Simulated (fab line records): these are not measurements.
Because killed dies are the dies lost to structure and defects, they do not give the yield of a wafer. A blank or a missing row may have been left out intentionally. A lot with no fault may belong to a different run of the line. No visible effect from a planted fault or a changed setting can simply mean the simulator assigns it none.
Chamber matching | flow gf180mcu | pecvd-03 running GF_V3_CVD_02: 3 sister chambers
The step deposits SiO2 from TEOS, target thk 850 nm, time 94.851 s. 3 wafers are shown with their chamber, then 10 later ones without.

WAFERS PAIRED WITH THEIR CHAMBERS
wafer  | chamber | heater power w (W)
L080.1 | 2       | 658
L086.4 | 0       | 861
L086.5 | 1       | 702

WAFERS WHOSE CHAMBER IS MISSING
wafer  | heater power w (W)
L086.6 | 765
L088.2 | 732
L088.4 | 762
L088.5 | 560
L094.1 | 683
L094.3 | 600
L094.4 | 729
L095.2 | 610
L095.4 | 678
L095.6 | 663

EACH ONE'S CHAMBER
wafer  | from the rows above          | in truth
L086.6 | can't be placed: 1 or 0 or 2 | 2
L088.2 | can't be placed: 1 or 2 or 0 | 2
L088.4 | can't be placed: 1 or 0 or 2 | 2
L088.5 | can't be placed: 2 or 1      | 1
L094.1 | can't be placed: 1 or 2      | 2
L094.3 | can't be placed: 2 or 1      | 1
L094.4 | can't be placed: 1 or 2      | 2
L095.2 | can't be placed: 2 or 1      | 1
L095.4 | can't be placed: 2 or 1      | 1
L095.6 | can't be placed: 2 or 1      | 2
Placed correctly: 0 of 10. Not placeable from these rows: 10 (in 10, the candidates include the true chamber). Wrongly placed: 0.
How it was worked out, from the rows above alone: a wafer's distance from a chamber is the root of the sum, over the readings, of the square of ((its reading less the chamber's mean) divided by the reading's scatter). If the next closest chamber is less than 2 further off than the closest, the wafer can't be placed; otherwise it belongs to the closest. The mean given for a chamber averages the wafers shown for that chamber. The scatter: root of mean squared gap, hidden wafer to nearest shown wafer, with one shown wafer a chamber.
